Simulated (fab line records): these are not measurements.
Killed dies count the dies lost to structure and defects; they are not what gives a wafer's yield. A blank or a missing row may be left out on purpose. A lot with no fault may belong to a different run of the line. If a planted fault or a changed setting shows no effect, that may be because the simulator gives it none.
What tool caused it? | flow sky130 | 12 lots with 36 wafers sampled at 5 steps, on a route of 708 steps

== WHAT EACH GAUGE READ, for each wafer ==
SKY_VIA1_OVL_MEAS_13.
lot  | measured     | on         | VIA1_OVL (nm)
L686 | day 34 06:22 | overlay-02 | -6 -16 -9
L687 | day 34 14:28 | overlay-01 | -10 -1 -7
L688 | day 35 07:19 | overlay-01 | 8 3 -3
L689 | day 35 09:01 | overlay-01 | -2 -8 -15
L690 | day 35 11:55 | overlay-01 | -1 -5 0
L691 | day 36 02:25 | overlay-01 | 3 4 9
L692 | day 36 04:31 | overlay-02 | -1 -6 6
L693 | day 36 11:31 | overlay-02 | 8 -1 2
L699 | day 38 08:07 | overlay-01 | -13 -10 -4
L703 | day 39 13:04 | overlay-01 | -1 -3 -1
L704 | day 39 15:49 | overlay-01 | -4 0 1
L708 | day 40 19:20 | overlay-01 | 0 8 6

SKY_VIA3_THK_MEAS_01.
lot  | measured     | on            | VIA3_HDPCVD_THK (nm)
L686 | day 38 23:04 | film metro-02 | 1616 1627 1607
L687 | day 39 04:26 | film metro-04 | 1632 1638 1617
L688 | day 39 20:31 | film metro-04 | 1630 1622 1624
L689 | day 40 00:04 | film metro-03 | 1600 1590 1610
L690 | day 40 01:05 | film metro-02 | 1653 1623 1647
L691 | day 40 12:28 | film metro-03 | 1647 1645 1643
L692 | day 40 16:46 | film metro-04 | 1603 1638 1611
L693 | day 40 22:45 | film metro-03 | 1640 1643 1620
L699 | day 42 15:37 | film metro-03 | 1632 1637 3011
L703 | day 43 19:13 | film metro-03 | 1619 1627 1597
L704 | day 43 22:46 | film metro-04 | 1638 1589 1647
L708 | day 44 22:14 | film metro-02 | 1620 1599 1603

== EACH LOT AND THE TOOL THAT RAN IT (in order: tool; ch and the chambers of the sampled wafers; start) ==
lot  | SKY_METAL1_SPUTTER_01        | SKY_VIA1_SPUTTER_20          | SKY_VIA3_HDPCVD_00
L686 | pvd sputter-01, day 31 22:52 | pvd sputter-01, day 34 07:05 | hdpcvd-01 ch 0,1,2, day 38 22:53
L687 | pvd sputter-01, day 32 06:58 | pvd sputter-03, day 34 15:16 | hdpcvd-02 ch 0,1,2, day 39 04:16
L688 | pvd sputter-01, day 32 23:37 | pvd sputter-02, day 35 08:09 | hdpcvd-01 ch 0,1,2, day 39 20:21
L689 | pvd sputter-04, day 33 02:03 | pvd sputter-03, day 35 09:52 | hdpcvd-02 ch 0,1, day 39 23:55
L690 | pvd sputter-04, day 33 04:29 | pvd sputter-02, day 35 12:44 | hdpcvd-01 ch 0,2, day 40 00:55
L691 | pvd sputter-03, day 33 19:01 | pvd sputter-01, day 36 03:08 | hdpcvd-01 ch 0,1,2, day 40 12:17
L692 | pvd sputter-01, day 33 21:00 | pvd sputter-01, day 36 05:14 | hdpcvd-01 ch 1,2, day 40 16:36
L693 | pvd sputter-04, day 34 05:38 | pvd sputter-02, day 36 12:14 | hdpcvd-01 ch 0,2, day 40 22:34
L699 | pvd sputter-04, day 36 03:21 | pvd sputter-01, day 38 08:51 | hdpcvd-01 ch 0,1, day 42 15:25
L703 | pvd sputter-03, day 37 08:24 | pvd sputter-03, day 39 13:47 | hdpcvd-02 ch 1,2, day 43 19:02
L704 | pvd sputter-01, day 37 12:01 | pvd sputter-02, day 39 16:40 | hdpcvd-02 ch 1,2, day 43 22:35
L708 | pvd sputter-01, day 38 15:43 | pvd sputter-03, day 40 20:03 | hdpcvd-02 ch 0,1,2, day 44 22:04
- SKY_METAL1_SPUTTER_01: material TiN, target thk 20 nm, time 16.7 s.
- SKY_VIA1_SPUTTER_20: material TiN, target thk 20 nm, time 80 s.
- SKY_VIA3_HDPCVD_00: deposits SiO2, target thk 1635 nm, time 272.5 s.

== WHAT THE TOOLS THEMSELVES READ (means of the sampled wafers that have a number; where no wafer has one, the mark that the record gives instead) ==
SKY_METAL1_SPUTTER_01.
lot  | tool           | chamber pressure pa (Pa) | throttle valve pct (%)
L686 | pvd sputter-01 | 0.3991                   | 31.7
L687 | pvd sputter-01 | 0.4001                   | 31.9
L688 | pvd sputter-01 | 0.4008                   | 31.6
L689 | pvd sputter-04 | 0.3998                   | 29.3
L690 | pvd sputter-04 | 0.4004                   | 30.3
L691 | pvd sputter-03 | 0.3992                   | 29.4
L692 | pvd sputter-01 | 0.3991                   | 29.8
L693 | pvd sputter-04 | 0.4001                   | 29.9
L699 | pvd sputter-04 | 0.3997                   | 29.9
L703 | pvd sputter-03 | 0.4009                   | 29.5
L704 | pvd sputter-01 | 0.3995                   | 30.7
L708 | pvd sputter-01 | 0.3999                   | 30.8

SKY_VIA1_SPUTTER_20.
lot  | tool           | chamber pressure pa (Pa) | throttle valve pct (%)
L686 | pvd sputter-01 | 4.995                    | 30.2
L687 | pvd sputter-03 | 5.000                    | 28.5
L688 | pvd sputter-02 | 5.000                    | 29.8
L689 | pvd sputter-03 | 5.012                    | 28.6
L690 | pvd sputter-02 | 5.009                    | 30.2
L691 | pvd sputter-01 | 5.004                    | 29.9
L692 | pvd sputter-01 | 5.001                    | 31.0
L693 | pvd sputter-02 | 5.003                    | 30.4
L699 | pvd sputter-01 | 4.997                    | 31.8
L703 | pvd sputter-03 | 4.994                    | 29.1
L704 | pvd sputter-02 | 5.007                    | 29.9
L708 | pvd sputter-03 | 4.997                    | 28.9

== THE ANSWER, worked out from the rows above alone ==
Rule: the usual values come from the lots themselves. The widest of any qualifying gaps counts: lots, ordered by their means at a reading, are off when they make up no more than a third of the lots, leave a main group of 4 or more, and stand apart from it by 3 or more times the standard deviation of that group's means. A main group whose means are all the same, to the digits that the tables above print for the reading, isn't used. A lot without any number at a reading at which 4 lots or more have one is off too. The other lots that the step has rows for count as sound. The gauges are gone through in route order, then the tools' own readings, and for those a lot's mean is taken as printed above. At the first step where some lot is off, the reading lying furthest off is the one used; lots without a number count as furthest.
Off: L699, at SKY_VIA3_THK_MEAS_01 (VIA3_HDPCVD_THK). The main group: mean 1623 nm, standard deviation 13.
A tool fits if, at a process step before that reading, it ran every lot that is off, and no sound lot after the first of them. Gauges at SKY_VIA3_THK_MEAS_01: tried the same way as those tools. Can't be told from this: 3 tools fit, pvd sputter-04 at SKY_METAL1_SPUTTER_01, pvd sputter-01 at SKY_VIA1_SPUTTER_20, hdpcvd-01 at SKY_VIA3_HDPCVD_00.

== WHAT HAD BEEN PUT IN BY THE SIMULATOR ==
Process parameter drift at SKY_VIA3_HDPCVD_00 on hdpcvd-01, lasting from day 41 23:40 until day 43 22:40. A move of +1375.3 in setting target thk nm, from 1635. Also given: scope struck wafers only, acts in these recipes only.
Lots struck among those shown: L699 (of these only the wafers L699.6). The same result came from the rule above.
